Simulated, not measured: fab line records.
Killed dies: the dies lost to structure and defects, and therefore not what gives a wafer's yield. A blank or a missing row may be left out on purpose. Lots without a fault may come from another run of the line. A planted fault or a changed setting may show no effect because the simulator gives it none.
fab line records -- flow gf180mcu
record lots=14, wafers=42, last-day=34
route steps=602 shown POLY_GATE@167 HV_LDD@219 SALICIDE@282 CONTACT@289
lots that met no fault: from a run of the same line without faults
start-h: hours from the record's first day to the start of the lot's first wafer shown -- wait-h: hours elapsed since this lot's preceding step -- " same as the row above -- L1.1+2: a single row standing in for several wafers -- - either no value or no given start -- * or withheld: withheld -- < > ~ a bound
route shown NAME@n: a module of which the file shows steps, and the number in the route of the first -- usual: the fault-free wafers' mean and standard deviation -- same: alike in all rows -- chamber/n: place in a boat -- sites: readings site by site -- _std_site: the values' standard deviation -- _edge_site: inner sites' mean taken away from outer sites' mean -- radius-mm: how far each site lies from the wafer's centre -- mask NAME#n: copy n -- behind: tool/chamber where the wafer was last shaped -- hold: what put the lot on hold/how long, in hours/how the hold closed -- device: which transistor (n, p or np) failed to switch -- end of line: tests run on the same wafers once the route is complete -- a step without rows: its recipe alone -- killed: count of dies lost to structure and defects at first sort (not the wafer's yield) -- map: shows each die of a wafer: x if killed, . if not, _ if none is there
set.NAME: the setting that was run; set.NAME@STEP: the one run at that earlier step -- model.NAME: the simulator's own value behind a step, which no gauge read
steps of the route over a sample of lots; a table a step, a row a wafer
services: when a tool's chamber went out of use (start-h, in hours from the record's first day, below 0 if earlier), for how many hours, and the reason
## steps
# step GF_POLY_GATE_CD_MEAS_10
# recipe target-cd-nm=280
# usual cd-nm=280.1/1.2
lot.wafer,tool,chamber,start-h,wait-h,cd-nm
L827.3,cd-sem-02,-,195.95,0.1,279.0
L827.5,cd-sem-02,-,195.95,0.1,280.0
L827.6,cd-sem-02,-,195.95,0.1,280.0
L828.1,cd-sem-02,-,203.86,0.1,278.8
L828.4,cd-sem-02,-,203.86,0.1,279.4
L828.5,cd-sem-02,-,203.86,0.1,278.5
L829.1,cd-sem-01,-,211.66,0.1,279.6
L829.2,cd-sem-01,-,211.66,0.1,280.5
L829.6,cd-sem-01,-,211.66,0.1,278.6
L830.1,cd-sem-01,-,214.26,0.1,280.9
L830.4,cd-sem-01,-,214.26,0.1,279.9
L830.6,cd-sem-01,-,214.26,0.1,281.5
L831.2,cd-sem-01,-,225.83,0.1,281.4
L831.5,cd-sem-01,-,225.83,0.1,279.9
L831.6,cd-sem-01,-,225.83,0.1,280.5
L835.1,cd-sem-02,-,253.96,0.1,278.7
L835.5,cd-sem-02,-,253.96,0.1,278.2
L835.6,cd-sem-02,-,253.96,0.1,278.2
L836.3,cd-sem-01,-,260.13,2.9,280.8
L836.5,cd-sem-01,-,260.13,2.9,279.6
L836.6,cd-sem-01,-,260.13,2.9,280.7
L837.1,cd-sem-02,-,268.80,0.1,279.8
L837.3,cd-sem-02,-,268.80,0.1,279.8
L837.5,cd-sem-02,-,268.80,0.1,280.9
L838.1,cd-sem-01,-,273.25,0.1,279.0
L838.5,cd-sem-01,-,273.25,0.1,280.0
L838.6,cd-sem-01,-,273.25,0.1,280.6
L840.1,cd-sem-01,-,289.30,0.1,279.1
L840.5,cd-sem-01,-,289.30,0.1,279.5
L840.6,cd-sem-01,-,289.30,0.1,280.1
L841.1,cd-sem-01,-,292.55,0.1,281.7
L841.2,cd-sem-01,-,292.55,0.1,282.5
L841.4,cd-sem-01,-,292.55,0.1,282.3
L844.2,cd-sem-02,-,322.03,0.1,280.8
L844.3,cd-sem-02,-,322.03,0.1,280.1
L844.4,cd-sem-02,-,322.03,0.1,280.0
L846.1,cd-sem-02,-,331.76,0.1,280.4
L846.3,cd-sem-02,-,331.76,0.1,280.3
L846.4,cd-sem-02,-,331.76,0.1,280.2
L849.4,cd-sem-01,-,356.32,0.1,282.2
L849.5,cd-sem-01,-,356.32,0.1,282.4
L849.6,cd-sem-01,-,356.32,0.1,280.8
# step GF_HV_LDD_EXPOSE_43
# recipe mask-id=Pplus_HV_AREA, target-cd-nm=400, na=0.6, source-shape=conventional, sigma-outer=0.6, dose-mj=140
# usual stage-vel-mm-s=500.02/0.22
lot.wafer,tool,chamber,start-h,wait-h,mask,stage-vel-mm-s
L827.3,iline-stepper-02,0,262.80,-,Pplus_HV_AREA#0,499.71
L827.5,iline-stepper-02,0,262.80,-,Pplus_HV_AREA#0,499.64
L827.6,iline-stepper-02,0,262.80,-,Pplus_HV_AREA#0,499.72
L828.1,iline-stepper-02,0,271.36,-,Pplus_HV_AREA#0,499.85
L828.4,iline-stepper-02,0,271.36,-,Pplus_HV_AREA#0,500.33
L828.5,iline-stepper-02,0,271.36,-,Pplus_HV_AREA#0,499.97
L829.1,iline-stepper-02,0,279.17,-,Pplus_HV_AREA#0,500.01
L829.2,iline-stepper-02,0,279.17,-,Pplus_HV_AREA#0,500.02
L829.6,iline-stepper-02,0,279.17,-,Pplus_HV_AREA#0,500.19
L830.1,iline-stepper-01,0,283.73,-,Pplus_HV_AREA#0,499.80
L830.4,iline-stepper-01,0,283.73,-,Pplus_HV_AREA#0,499.88
L830.6,iline-stepper-01,0,283.73,-,Pplus_HV_AREA#0,500.30
L831.2,iline-stepper-02,0,296.15,-,Pplus_HV_AREA#0,500.17
L831.5,iline-stepper-02,0,296.15,-,Pplus_HV_AREA#0,500.22
L831.6,iline-stepper-02,0,296.15,-,Pplus_HV_AREA#0,499.96
L835.1,iline-stepper-02,0,331.53,-,Pplus_HV_AREA#0,500.08
L835.5,iline-stepper-02,0,331.53,-,Pplus_HV_AREA#0,499.80
L835.6,iline-stepper-02,0,331.53,-,Pplus_HV_AREA#0,499.65
L836.3,iline-stepper-02,0,334.40,-,Pplus_HV_AREA#0,499.70
L836.5,iline-stepper-02,0,334.40,-,Pplus_HV_AREA#0,499.82
L836.6,iline-stepper-02,0,334.40,-,Pplus_HV_AREA#0,499.95
L837.1,iline-stepper-01,0,343.68,-,Pplus_HV_AREA#0,500.15
L837.3,iline-stepper-01,0,343.68,-,Pplus_HV_AREA#0,500.13
L837.5,iline-stepper-01,0,343.68,-,Pplus_HV_AREA#0,500.10
L838.1,iline-stepper-02,0,353.78,-,Pplus_HV_AREA#0,500.01
L838.5,iline-stepper-02,0,353.78,-,Pplus_HV_AREA#0,500.12
L838.6,iline-stepper-02,0,353.78,-,Pplus_HV_AREA#0,499.96
L840.1,iline-stepper-01,0,366.89,-,Pplus_HV_AREA#0,499.65
L840.5,iline-stepper-01,0,366.89,-,Pplus_HV_AREA#0,499.93
L840.6,iline-stepper-01,0,366.89,-,Pplus_HV_AREA#0,499.78
L841.1,iline-stepper-01,0,371.01,-,Pplus_HV_AREA#0,500.05
L841.2,iline-stepper-01,0,371.01,-,Pplus_HV_AREA#0,499.88
L841.4,iline-stepper-01,0,371.01,-,Pplus_HV_AREA#0,500.19
L844.2,iline-stepper-01,0,404.46,-,Pplus_HV_AREA#0,500.10
L844.3,iline-stepper-01,0,404.46,-,Pplus_HV_AREA#0,500.14
L844.4,iline-stepper-01,0,404.46,-,Pplus_HV_AREA#0,500.17
L846.1,iline-stepper-01,0,414.44,-,Pplus_HV_AREA#0,499.73
L846.3,iline-stepper-01,0,414.44,-,Pplus_HV_AREA#0,500.37
L846.4,iline-stepper-01,0,414.44,-,Pplus_HV_AREA#0,500.04
L849.4,iline-stepper-01,0,441.55,-,Pplus_HV_AREA#0,499.70
L849.5,iline-stepper-01,0,441.55,-,Pplus_HV_AREA#0,499.92
L849.6,iline-stepper-01,0,441.55,-,Pplus_HV_AREA#0,499.75
# step GF_HV_LDD_OVL_MEAS_47
# usual HV_LDD_03_OVL=-0.7/1.5
lot.wafer,tool,chamber,start-h,wait-h,hold,HV_LDD_03_OVL[nm]
L827.3,overlay-02,-,272.44,0.1,-,-1.6
L827.5,overlay-02,-,272.44,0.1,-,-0.7
L827.6,overlay-02,-,272.44,0.1,-,-2.3
L828.1,overlay-02,-,281.54,0.1,-,-2.0
L828.4,overlay-02,-,281.54,0.1,-,-2.4
L828.5,overlay-02,-,281.54,0.1,-,-1.6
L829.1,overlay-02,-,288.88,0.1,-,-1.5
L829.2,overlay-02,-,288.88,0.1,-,-0.4
L829.6,overlay-02,-,288.88,0.1,-,-0.8
L830.1,overlay-02,-,293.19,0.1,-,-0.5
L830.4,overlay-02,-,293.19,0.1,-,-1.0
L830.6,overlay-02,-,293.19,0.1,-,-0.6
L831.2,overlay-02,-,306.80,0.1,await-dispo/0.2h/release,241.3
L831.5,overlay-02,-,306.80,0.1,await-dispo/0.2h/release,243.2
L831.6,overlay-02,-,306.80,0.1,await-dispo/0.2h/release,242.5
L831.2,overlay-02,-,307.00,0.2,-,241.6
L831.5,overlay-02,-,307.00,0.2,-,243.1
L831.6,overlay-02,-,307.00,0.2,-,242.3
L835.1,overlay-01,-,341.73,0.1,await-dispo/0.2h/release,244.6
L835.5,overlay-01,-,341.73,0.1,await-dispo/0.2h/release,243.4
L835.6,overlay-01,-,341.73,0.1,await-dispo/0.2h/release,243.8
L835.1,overlay-01,-,341.94,0.2,-,244.2
L835.5,overlay-01,-,341.94,0.2,-,243.5
L835.6,overlay-01,-,341.94,0.2,-,243.5
L836.3,overlay-01,-,345.20,0.1,await-dispo/0.2h/release,242.3
L836.5,overlay-01,-,345.20,0.1,await-dispo/0.2h/release,243.8
L836.6,overlay-01,-,345.20,0.1,await-dispo/0.2h/release,241.5
L836.3,overlay-01,-,345.40,0.2,-,242.6
L836.5,overlay-01,-,345.40,0.2,-,243.6
L836.6,overlay-01,-,345.40,0.2,-,241.6
L837.1,overlay-02,-,354.33,0.1,-,-0.7
L837.3,overlay-02,-,354.33,0.1,-,0.6
L837.5,overlay-02,-,354.33,0.1,-,0.0
L838.1,overlay-01,-,364.73,0.1,await-dispo/0.2h/release,244.9
L838.5,overlay-01,-,364.73,0.1,await-dispo/0.2h/release,242.8
L838.6,overlay-01,-,364.73,0.1,await-dispo/0.2h/release,243.5
L838.1,overlay-01,-,364.93,0.2,-,244.5
L838.5,overlay-01,-,364.93,0.2,-,242.6
L838.6,overlay-01,-,364.93,0.2,-,243.2
L840.1,overlay-02,-,378.23,0.1,-,0.2
L840.5,overlay-02,-,378.23,0.1,-,-1.4
L840.6,overlay-02,-,378.23,0.1,-,0.1
L841.1,overlay-01,-,381.93,0.1,-,0.7
L841.2,overlay-01,-,381.93,0.1,-,1.1
L841.4,overlay-01,-,381.93,0.1,-,1.2
L844.2,overlay-02,-,415.83,0.1,-,-2.2
L844.3,overlay-02,-,415.83,0.1,-,-0.5
L844.4,overlay-02,-,415.83,0.1,-,-0.3
L846.1,overlay-02,-,426.63,0.1,-,-1.3
L846.3,overlay-02,-,426.63,0.1,-,1.0
L846.4,overlay-02,-,426.63,0.1,-,-0.8
L849.4,overlay-02,-,453.60,0.1,-,1.7
L849.5,overlay-02,-,453.60,0.1,-,2.1
L849.6,overlay-02,-,453.60,0.1,-,3.0
# step GF_SALICIDE_RS_MEAS_04
# recipe thk-meas-gauge=four-point-probe, reads=TiN_of_SALICIDE_SPUTTER_03+Co_of_SALICIDE_SPUTTER_02
# usual SALICIDE_TIN_RS=16.4/0.33
lot.wafer,tool,chamber,start-h,wait-h,SALICIDE_TIN_RS[ohm/sq]
L827.3,film-metro-03,-,339.65,0.1,16.1
L827.5,film-metro-03,-,339.65,0.1,15.8
L827.6,film-metro-03,-,339.65,0.1,16.0
L828.1,film-metro-03,-,348.87,0.0,16.5
L828.4,film-metro-03,-,348.87,0.0,16.8
L828.5,film-metro-03,-,348.87,0.0,16.8
L829.1,film-metro-01,-,358.09,0.0,16.6
L829.2,film-metro-01,-,358.09,0.0,16.5
L829.6,film-metro-01,-,358.09,0.0,16.7
L830.1,film-metro-02,-,361.32,0.0,15.8
L830.4,film-metro-02,-,361.32,0.0,16.0
L830.6,film-metro-02,-,361.32,0.0,16.0
L837.1,film-metro-01,-,428.15,0.0,16.5
L837.3,film-metro-01,-,428.15,0.0,16.4
L837.5,film-metro-01,-,428.15,0.0,16.6
L840.1,film-metro-01,-,453.56,0.0,15.9
L840.5,film-metro-01,-,453.56,0.0,15.9
L840.6,film-metro-01,-,453.56,0.0,15.9
L841.1,film-metro-03,-,458.61,0.0,16.3
L841.2,film-metro-03,-,458.61,0.0,16.5
L841.4,film-metro-03,-,458.61,0.0,16.4
L844.2,film-metro-01,-,492.70,0.0,16.2
L844.3,film-metro-01,-,492.70,0.0,16.0
L844.4,film-metro-01,-,492.70,0.0,16.2
L846.1,film-metro-01,-,503.11,0.0,16.7
L846.3,film-metro-01,-,503.11,0.0,16.7
L846.4,film-metro-01,-,503.11,0.0,16.4
L849.4,film-metro-01,-,531.04,0.1,16.7
L849.5,film-metro-01,-,531.04,0.1,16.9
L849.6,film-metro-01,-,531.04,0.1,16.9
# step GF_CONTACT_CVD_02
# recipe material=SiO2, target-thk-nm=860, precursor=TEOS, temp-c=400, time-s=95.992, rf-w=600
# usual heater-power-w=541/100
# same time-s=95.992
lot.wafer,tool,chamber,start-h,wait-h,heater-power-w,since-wet-clean-h
L827.3,pecvd-01,0,340.19,0.0,517,166
L827.5,pecvd-01,1,340.19,0.0,563,-
L827.6,pecvd-01,0,340.19,0.0,536,-
L828.1,pecvd-02,2,349.44,0.1,610,591
L828.4,pecvd-02,0,349.44,0.1,427,-
L828.5,pecvd-02,2,349.44,0.1,639,-
L829.1,pecvd-04,0,358.67,0.1,572,823
L829.2,pecvd-04,2,358.67,0.1,666,823
L829.6,pecvd-04,0,358.67,0.1,592,-
L830.1,pecvd-02,2,361.90,0.1,618,604
L830.4,pecvd-02,0,361.90,0.1,321,-
L830.6,pecvd-02,2,361.90,0.1,517,-
L837.1,pecvd-02,1,428.74,0.1,716,671
L837.3,pecvd-02,2,428.74,0.1,534,671
L837.5,pecvd-02,0,428.74,0.1,418,-
L840.1,pecvd-04,2,454.13,0.1,532,71
L840.5,pecvd-04,2,454.13,0.1,580,-
L840.6,pecvd-04,0,454.13,0.1,556,-
L841.1,pecvd-02,0,459.20,0.1,420,701
L841.2,pecvd-02,1,459.20,0.1,619,701
L841.4,pecvd-02,2,459.20,0.1,515,-
L844.2,pecvd-04,1,493.36,0.0,417,111
L844.3,pecvd-04,0,493.36,0.0,579,111
L844.4,pecvd-04,2,493.36,0.0,618,-
L846.1,pecvd-04,1,503.69,0.1,451,121
L846.3,pecvd-04,0,503.69,0.1,450,121
L846.4,pecvd-04,2,503.69,0.1,615,-
L849.4,pecvd-02,1,531.61,0.1,716,-
L849.5,pecvd-02,0,531.61,0.1,327,-
L849.6,pecvd-02,2,531.61,0.1,504,-
## services
tool,chamber,start-h,hours,kind
pecvd-04,1,246.89,4.9,repair
pecvd-02,-,254.50,1.3,repair
iline-stepper-02,-,257.37,0.6,repair
pecvd-01,0,261.45,11.7,repair
pecvd-04,-,282.57,2.8,pm
pecvd-02,-,298.34,2.9,repair
iline-stepper-02,-,348.57,1.7,pm
iline-stepper-01,-,358.72,1.7,pm
pecvd-04,-,368.88,14.0,pm
pecvd-04,0,368.88,14.0,vent-cycle
pecvd-04,1,368.88,14.0,vent-cycle
pecvd-04,2,368.88,14.0,vent-cycle
pecvd-02,-,376.27,2.8,pm
pecvd-04,0,382.88,-,clean
pecvd-04,1,382.88,-,clean
iline-stepper-01,-,414.99,9.1,repair
iline-stepper-02,-,447.66,4.4,pm
iline-stepper-01,-,455.75,3.4,repair
iline-stepper-02,-,468.71,2.1,pm
iline-stepper-02,-,470.79,-,consumable-replace:lamp
pecvd-02,0,475.78,4.6,repair
pecvd-01,-,497.71,6.0,pm
iline-stepper-01,-,505.15,17.1,repair
iline-stepper-01,-,513.72,7.3,repair
## key
first-sign step=GF_HV_LDD_OVL_MEAS_47, reading=visit, direction=added
effect step=GF_HV_LDD_OVL_MEAS_47, reading=HV_LDD_03_OVL, direction=up, sigmas=99+, usual=-0.7, struck=243.1
met-at GF_HV_LDD_EXPOSE_43
struck-lots L831,L835,L836,L838
scrapped-behind GF_HV_LDD_OVL_MEAS_47 L831.2,L831.5,L831.6,L835.1,L835.5,L835.6,L836.3,L836.5,L836.6,L838.1,L838.5,L838.6
not-acting-at GF_POLY_GATE_CD_MEAS_10,GF_SALICIDE_RS_MEAS_04,GF_CONTACT_CVD_02
onset-between 279.17 296.15
fault kind=scanner-matching-overlay, tool=iline-stepper-02, chamber=-, onset-h=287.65, steps=GF_HV_LDD_EXPOSE_43, offset=244.44
